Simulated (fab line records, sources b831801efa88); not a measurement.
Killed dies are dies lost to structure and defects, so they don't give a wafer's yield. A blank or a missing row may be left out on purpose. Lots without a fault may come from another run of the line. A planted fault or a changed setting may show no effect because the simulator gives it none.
A struck lot beside a sound one | flow gf180mcu | 16 steps out of a route of 602
Sound: wafers L143.1, L143.2, L143.3. Struck: wafers L157.1, L157.5, L157.6. The cause comes at the end.
At each step with rows: each side's tool, then ch and its chambers, then its first start. Under that, the readings that differ: sound wafers | struck wafers | difference of the means | sigmas: that difference in standard deviations of wafers without a fault.
alike: readings whose means differ by less than 2 such deviations, and words and numbers that are the same on both sides. not compared: withheld readings, readings that some wafer has no value for, bounds like >300 that may hide the same value, and numbers for which the record gives no deviation and whose values overlap.
The two part at a step that has a row with sigmas, a row that says differs or no value, or rows on one side only. Numbers that don't overlap but have no deviation are shown without sigmas and don't part them. A reading that every wafer of one side lacks parts them only if that side has two wafers or more.

GF_POLY_GATE_ETCH_13: etches poly-Si in HBr/Cl2, stops on SiO2, target depth 198.5 nm, time 69.6 s.
  sound on rie_si-01 ch 0,1,3, day 10 08:57; struck on rie_si-01 ch 0,2, day 14 18:20
  alike: drypump_motor_current_A, oes_product_au, throttle_valve_pct
  not compared: rf_hours_counter_h
GF_POLY_GATE_STRIP_14: strips in O2/N2.
  sound on plasma_asher-01 ch 0,1, day 10 09:01; struck on plasma_asher-03 ch 0,1, day 14 18:23
  alike: drypump_motor_current_A, heater_power_w, oes_product_au
  not compared: rf_hours_counter_h
then, 2 steps without rows for these wafers: GF_POLY_GATE_CLEAN_15 (cleans in SC1/SC2, time 150 s); GF_POLY_GATE_OXIDATION_16 (stabilise 600 s, purge 300 s, target thk 4 nm).
GF_POLY_GATE_THK_MEAS_17:
  sound on film_metro-02, day 10 11:03; struck on film_metro-02, day 14 20:38
  alike: POLY_GATE_OXIDATION_THK
GF_POLY_GATE_CD_MEAS_18:
  sound on cd_sem-01, day 10 11:07; struck on cd_sem-02, day 14 20:41
  alike: cd_nm
then, 6 steps without rows for these wafers: GF_HV_LDD_DEHYDRATE_00 (time 60 s); GF_HV_LDD_HMDS_01 (prime time 60 s); GF_HV_LDD_COAT_02 (resist thk 1000 nm); GF_HV_LDD_SOFTBAKE_03 (time 60 s); GF_HV_LDD_EXPOSE_04 (exposes mask Nplus LV AREA, target cd 400 nm); GF_HV_LDD_PEB_05.
GF_HV_LDD_DEVELOP_06: develop time 60 s.
  sound on litho_track-02 ch 0, day 11 05:44; struck on litho_track-02 ch 0, day 15 17:32
GF_HV_LDD_CD_MEAS_07: target cd 400 nm.
  sound on cd_sem-02, day 11 05:53; struck on cd_sem-01, day 15 17:41
  reading    | sound             | struck            | difference | sigmas
  cd_nm (nm) | 397.5 400.3 396.6 | 420.7 419.5 419.1 | +21.6      | +10
GF_HV_LDD_OVL_MEAS_08:
  sound on overlay-01, day 11 06:00; struck on overlay-01, day 15 17:48
  alike: HV_LDD_OVL
-- the record jumps here: 19 days lie between the struck wafers' starts before and after (it left off in module HV_LDD and takes up again in module PASSIVATION, whose first step shown is number 602 of the route) --
GF_PASSIVATION_PROBE_99:
  the record has rows for the struck wafers here (prober-02, day 34 07:36) and none for the sound ones

WHERE THEY PART
First at GF_HV_LDD_CD_MEAS_07; last, within this record, at GF_PASSIVATION_PROBE_99.

WHY: what the simulator had put in
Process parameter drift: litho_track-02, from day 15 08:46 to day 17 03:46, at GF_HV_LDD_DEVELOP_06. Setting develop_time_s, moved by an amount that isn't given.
